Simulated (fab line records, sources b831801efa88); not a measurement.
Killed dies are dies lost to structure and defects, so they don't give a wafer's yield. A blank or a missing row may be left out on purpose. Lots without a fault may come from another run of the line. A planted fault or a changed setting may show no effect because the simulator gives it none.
Which tool did it? | flow gf180mcu | 24 lots, 72 wafers sampled, at 6 steps of a route of 602

WHAT THE GAUGES READ, wafer by wafer
GF_V2_BOW_MEAS_05.
lot  | measured     | on            | V2_BOW (um)
L074 | day 19 08:22 | film_metro-04 | 97 110 93
L075 | day 19 18:33 | film_metro-04 | 87 83 108
L076 | day 20 06:14 | film_metro-02 | 100 98 104
L077 | day 20 10:58 | film_metro-01 | 91 103 105
L078 | day 21 01:29 | film_metro-04 | 96 105 103
L079 | day 21 06:14 | film_metro-01 | 96 86 93
L080 | day 21 15:44 | film_metro-02 | 101 114 102
L081 | day 22 03:47 | film_metro-04 | 82 94 90
L082 | day 22 09:44 | film_metro-01 | 108 112 95
L083 | day 22 17:40 | film_metro-01 | 97 88 80
L084 | day 23 09:10 | film_metro-02 | 84 94 88
L085 | day 23 13:31 | film_metro-04 | 94 94 92
L086 | day 23 15:17 | film_metro-04 | 89 100 112
L087 | day 23 21:55 | film_metro-02 | 88 102 102
L088 | day 24 11:16 | film_metro-02 | 102 103 90
L089 | day 24 18:34 | film_metro-04 | 104 94 104
L090 | day 25 08:46 | film_metro-04 | 99 108 96
L091 | day 25 23:19 | film_metro-02 | 105 90 106
L092 | day 26 12:28 | film_metro-04 | 117 94 99
L094 | day 26 15:43 | film_metro-02 | 109 107 108
L093 | day 26 16:19 | film_metro-01 | 119 121 108
L095 | day 26 18:52 | film_metro-02 | 110 95 116
L096 | day 27 08:59 | film_metro-02 | 101 98 105
L097 | day 27 12:46 | film_metro-02 | 96 89 85

GF_M3_RS_MEAS_05: measures by four-point-probe.
lot  | measured     | on            | M3_ALCU_RS (ohm/sq)
L074 | day 20 10:19 | film_metro-02 | 0.0703 0.0697 0.0703
L075 | day 20 20:08 | film_metro-03 | 0.0692 0.0688 0.0693
L076 | day 21 08:20 | film_metro-02 | 0.0689 0.0693 0.0694
L077 | day 21 12:26 | film_metro-02 | 0.0691 0.0695 0.0696
L078 | day 22 03:04 | film_metro-04 | 0.0702 0.0699 0.0709
L079 | day 22 07:28 | film_metro-02 | 0.0694 0.0692 0.0693
L080 | day 22 17:21 | film_metro-04 | 0.0703 0.0695 0.0691
L081 | day 23 04:40 | film_metro-02 | 0.0703 0.0696 0.0699
L082 | day 23 10:28 | film_metro-04 | 0.0697 0.0706 0.0699
L083 | day 23 18:58 | film_metro-04 | 0.0701 0.0706 0.0710
L084 | day 24 09:21 | film_metro-03 | 0.0694 0.0689 0.0685
L085 | day 24 13:14 | film_metro-04 | 0.0711 0.0696 0.0700
L086 | day 24 16:17 | film_metro-03 | 0.0691 0.0694 0.0691
L087 | day 24 22:16 | film_metro-04 | 0.0691 0.0697 0.0694
L088 | day 25 11:06 | film_metro-02 | 0.0690 0.0687 0.0690
L089 | day 25 18:20 | film_metro-02 | 0.0703 0.0698 0.0704
L090 | day 26 08:08 | film_metro-02 | 0.0696 0.0700 0.0698
L091 | day 26 21:59 | film_metro-03 | 0.0693 0.0691 0.0694
L092 | day 27 11:21 | film_metro-04 | 0.0698 0.0690 0.0698
L094 | day 27 14:33 | film_metro-03 | 0.0702 0.0703 0.0699
L093 | day 27 15:05 | film_metro-02 | 0.0698 0.0693 0.0693
L095 | day 27 17:00 | film_metro-02 | 0.0700 0.0697 0.0699
L096 | day 28 07:21 | film_metro-03 | 0.0697 0.0695 0.0698
L097 | day 28 10:43 | film_metro-03 | 0.0689 0.0691 0.0688

WHICH TOOL RAN EACH LOT (tool, then ch and the chambers of the sampled wafers, then the start)
lot  | GF_M1_SPUTTER_01             | GF_V1_STRIP_18                       | GF_V2_SPUTTER_22             | GF_M3_SPUTTER_01
L074 | pvd_sputter-04, day 16 05:11 | plasma_asher-04 ch 0,1, day 18 04:51 | pvd_sputter-02, day 20 09:26 | pvd_sputter-01, day 20 10:10
L075 | pvd_sputter-01, day 16 14:31 | plasma_asher-03 ch 0,1, day 18 15:15 | pvd_sputter-03, day 20 19:17 | pvd_sputter-04, day 20 20:01
L076 | pvd_sputter-04, day 16 22:58 | plasma_asher-04 ch 0,1, day 18 23:41 | pvd_sputter-04, day 21 07:10 | pvd_sputter-01, day 21 08:12
L077 | pvd_sputter-03, day 17 06:17 | plasma_asher-01 ch 0,1, day 19 07:45 | pvd_sputter-02, day 21 11:31 | pvd_sputter-01, day 21 12:17
L078 | pvd_sputter-03, day 17 18:55 | plasma_asher-04 ch 0,1, day 19 21:55 | pvd_sputter-04, day 22 02:10 | pvd_sputter-01, day 22 02:54
L079 | pvd_sputter-01, day 18 00:11 | plasma_asher-01 ch 0,1, day 20 02:35 | pvd_sputter-03, day 22 06:37 | pvd_sputter-03, day 22 07:21
L080 | pvd_sputter-04, day 18 10:29 | plasma_asher-04 ch 0,1, day 20 12:41 | pvd_sputter-02, day 22 16:28 | pvd_sputter-03, day 22 17:12
L081 | pvd_sputter-01, day 18 22:03 | plasma_asher-03 ch 0,1, day 21 00:49 | pvd_sputter-02, day 23 03:46 | pvd_sputter-01, day 23 04:30
L082 | pvd_sputter-03, day 19 04:37 | plasma_asher-01 ch 0,1, day 21 07:38 | pvd_sputter-03, day 23 09:34 | pvd_sputter-03, day 23 10:18
L083 | pvd_sputter-03, day 19 12:28 | plasma_asher-01 ch 0,1, day 21 15:24 | pvd_sputter-03, day 23 18:07 | pvd_sputter-03, day 23 18:51
L084 | pvd_sputter-01, day 20 04:30 | plasma_asher-01 ch 0,1, day 22 06:32 | pvd_sputter-03, day 24 08:23 | pvd_sputter-03, day 24 09:14
L085 | pvd_sputter-04, day 20 09:16 | plasma_asher-04 ch 0, day 22 11:44   | pvd_sputter-04, day 24 12:23 | pvd_sputter-04, day 24 13:07
L086 | pvd_sputter-01, day 20 12:46 | plasma_asher-03 ch 0,1, day 22 14:09 | pvd_sputter-04, day 24 15:25 | pvd_sputter-01, day 24 16:08
L087 | pvd_sputter-01, day 20 19:28 | plasma_asher-03 ch 0,1, day 22 20:32 | pvd_sputter-03, day 24 21:25 | pvd_sputter-01, day 24 22:09
L088 | pvd_sputter-04, day 21 08:30 | plasma_asher-03 ch 0,1, day 23 09:23 | pvd_sputter-02, day 25 09:53 | pvd_sputter-03, day 25 10:59
L089 | pvd_sputter-04, day 21 16:40 | plasma_asher-04 ch 0, day 23 16:47   | pvd_sputter-04, day 25 17:28 | pvd_sputter-03, day 25 18:12
L090 | pvd_sputter-03, day 22 08:23 | plasma_asher-03 ch 0, day 24 07:17   | pvd_sputter-03, day 26 07:16 | pvd_sputter-04, day 26 08:00
L091 | pvd_sputter-03, day 23 00:19 | plasma_asher-01 ch 0,1, day 24 22:59 | pvd_sputter-04, day 26 21:08 | pvd_sputter-01, day 26 21:52
L092 | pvd_sputter-03, day 23 13:55 | plasma_asher-03 ch 0,1, day 25 11:50 | pvd_sputter-03, day 27 10:30 | pvd_sputter-01, day 27 11:14
L094 | pvd_sputter-04, day 23 17:50 | plasma_asher-04 ch 0,1, day 25 15:52 | pvd_sputter-02, day 27 13:42 | pvd_sputter-04, day 27 14:26
L093 | pvd_sputter-04, day 23 18:46 | plasma_asher-03 ch 0,1, day 25 16:31 | pvd_sputter-03, day 27 14:14 | pvd_sputter-04, day 27 14:58
L095 | pvd_sputter-01, day 23 21:34 | plasma_asher-04 ch 0,1, day 25 18:41 | pvd_sputter-02, day 27 16:07 | pvd_sputter-03, day 27 16:50
L096 | pvd_sputter-01, day 24 12:13 | plasma_asher-03 ch 0,1, day 26 09:20 | pvd_sputter-04, day 28 06:29 | pvd_sputter-01, day 28 07:13
L097 | pvd_sputter-03, day 24 14:32 | plasma_asher-04 ch 0,1, day 26 12:35 | pvd_sputter-03, day 28 09:40 | pvd_sputter-01, day 28 10:35
- GF_M1_SPUTTER_01: material TiN, target thk 30 nm, time 25 s.
- GF_V1_STRIP_18: strips in O2/N2.
- GF_V2_SPUTTER_22: material TiN, target thk 10 nm, time 40 s.
- GF_M3_SPUTTER_01: material TiN, target thk 30 nm, time 25 s.

WHAT THE TOOLS THEMSELVES READ (means of the sampled wafers that have a number; where no wafer has one, the mark that the record gives instead)
GF_M1_SPUTTER_01.
lot  | tool           | throttle_valve_pct (%)
L074 | pvd_sputter-04 | 29.7
L075 | pvd_sputter-01 | 29.9
L076 | pvd_sputter-04 | 29.7
L077 | pvd_sputter-03 | 30.5
L078 | pvd_sputter-03 | 30.1
L079 | pvd_sputter-01 | 29.5
L080 | pvd_sputter-04 | 29.3
L081 | pvd_sputter-01 | 29.6
L082 | pvd_sputter-03 | 29.5
L083 | pvd_sputter-03 | 30.2
L084 | pvd_sputter-01 | 30.6
L085 | pvd_sputter-04 | 29.9
L086 | pvd_sputter-01 | 30.9
L087 | pvd_sputter-01 | 29.3
L088 | pvd_sputter-04 | 29.2
L089 | pvd_sputter-04 | 29.3
L090 | pvd_sputter-03 | 29.8
L091 | pvd_sputter-03 | 29.8
L092 | pvd_sputter-03 | 29.8
L094 | pvd_sputter-04 | 29.2
L093 | pvd_sputter-04 | 29.7
L095 | pvd_sputter-01 | 29.1
L096 | pvd_sputter-01 | 29.6
L097 | pvd_sputter-03 | 29.5

GF_V1_STRIP_18.
lot  | tool            | drypump_motor_current_A (A) | heater_power_w (W) | oes_product_au (a.u.)
L074 | plasma_asher-04 | 5.8                         | 371                | 0.590
L075 | plasma_asher-03 | 5.4                         | 319                | 0.593
L076 | plasma_asher-04 | 5.9                         | 338                | 0.591
L077 | plasma_asher-01 | 6.3                         | 352                | 0.594
L078 | plasma_asher-04 | 5.8                         | 374                | 0.586
L079 | plasma_asher-01 | 6.3                         | 351                | 0.588
L080 | plasma_asher-04 | 5.9                         | 338                | 0.594
L081 | plasma_asher-03 | 5.4                         | 313                | 0.588
L082 | plasma_asher-01 | 6.3                         | 353                | 0.590
L083 | plasma_asher-01 | 6.3                         | 350                | 0.588
L084 | plasma_asher-01 | 6.3                         | 353                | 0.591
L085 | plasma_asher-04 | 6.1                         | 310                | 0.592
L086 | plasma_asher-03 | 5.4                         | 320                | 0.599
L087 | plasma_asher-03 | 5.4                         | 319                | 0.593
L088 | plasma_asher-03 | 5.4                         | 310                | 0.592
L089 | plasma_asher-04 | 6.1                         | 308                | 0.590
L090 | plasma_asher-03 | 5.5                         | 308                | 0.591
L091 | plasma_asher-01 | 6.3                         | 357                | 0.593
L092 | plasma_asher-03 | 5.2                         | 324                | 0.595
L094 | plasma_asher-04 | 5.8                         | 371                | 0.591
L093 | plasma_asher-03 | 5.2                         | 324                | 0.596
L095 | plasma_asher-04 | 5.9                         | 343                | 0.584
L096 | plasma_asher-03 | 5.4                         | 318                | 0.591
L097 | plasma_asher-04 | 5.9                         | 338                | 0.592

GF_V2_SPUTTER_22.
lot  | tool           | throttle_valve_pct (%)
L074 | pvd_sputter-02 | 30.1
L075 | pvd_sputter-03 | 29.6
L076 | pvd_sputter-04 | 29.5
L077 | pvd_sputter-02 | 29.5
L078 | pvd_sputter-04 | 29.1
L079 | pvd_sputter-03 | 30.7
L080 | pvd_sputter-02 | 29.8
L081 | pvd_sputter-02 | 29.6
L082 | pvd_sputter-03 | 29.8
L083 | pvd_sputter-03 | 29.4
L084 | pvd_sputter-03 | 29.9
L085 | pvd_sputter-04 | 29.8
L086 | pvd_sputter-04 | 29.4
L087 | pvd_sputter-03 | 29.5
L088 | pvd_sputter-02 | 29.8
L089 | pvd_sputter-04 | 29.2
L090 | pvd_sputter-03 | 30.2
L091 | pvd_sputter-04 | 29.6
L092 | pvd_sputter-03 | 29.5
L094 | pvd_sputter-02 | 29.6
L093 | pvd_sputter-03 | 30.0
L095 | pvd_sputter-02 | 30.1
L096 | pvd_sputter-04 | 29.4
L097 | pvd_sputter-03 | 29.3

GF_M3_SPUTTER_01.
lot  | tool           | throttle_valve_pct (%)
L074 | pvd_sputter-01 | 30.7
L075 | pvd_sputter-04 | 29.6
L076 | pvd_sputter-01 | 30.0
L077 | pvd_sputter-01 | 29.2
L078 | pvd_sputter-01 | 29.1
L079 | pvd_sputter-03 | 30.6
L080 | pvd_sputter-03 | 29.9
L081 | pvd_sputter-01 | 30.9
L082 | pvd_sputter-03 | 30.2
L083 | pvd_sputter-03 | 30.1
L084 | pvd_sputter-03 | 30.1
L085 | pvd_sputter-04 | 29.1
L086 | pvd_sputter-01 | 30.4
L087 | pvd_sputter-01 | 29.9
L088 | pvd_sputter-03 | 30.5
L089 | pvd_sputter-03 | 30.3
L090 | pvd_sputter-04 | 29.7
L091 | pvd_sputter-01 | 28.7
L092 | pvd_sputter-01 | 29.2
L094 | pvd_sputter-04 | 29.1
L093 | pvd_sputter-04 | 29.7
L095 | pvd_sputter-03 | 29.9
L096 | pvd_sputter-01 | 30.8
L097 | pvd_sputter-01 | 29.9

THE ANSWER, worked out from the rows above alone
Rule: what is usual is taken from the lots themselves. Put in order of their means at a reading, lots are off if they are a third of the lots or fewer, leave a main group of 4 or more, and stand apart from it by a gap of 3 or more times the standard deviation of the main group's means; of several such gaps the widest counts. A main group whose means are all the same, to the digits that the tables above print for the reading, isn't used. A lot without any number at a reading at which 4 lots or more have one is off too. The other lots that the step has rows for count as sound. The gauges are gone through in route order, then the tools' own readings, and for those a lot's mean is taken as printed above. The first step at which some lot is off is used, and at that step the reading that is off furthest; a lot without a number counts as furthest.
No lot is off at any reading shown: from this, nothing can be told.

WHAT THE SIMULATOR HAD PUT IN
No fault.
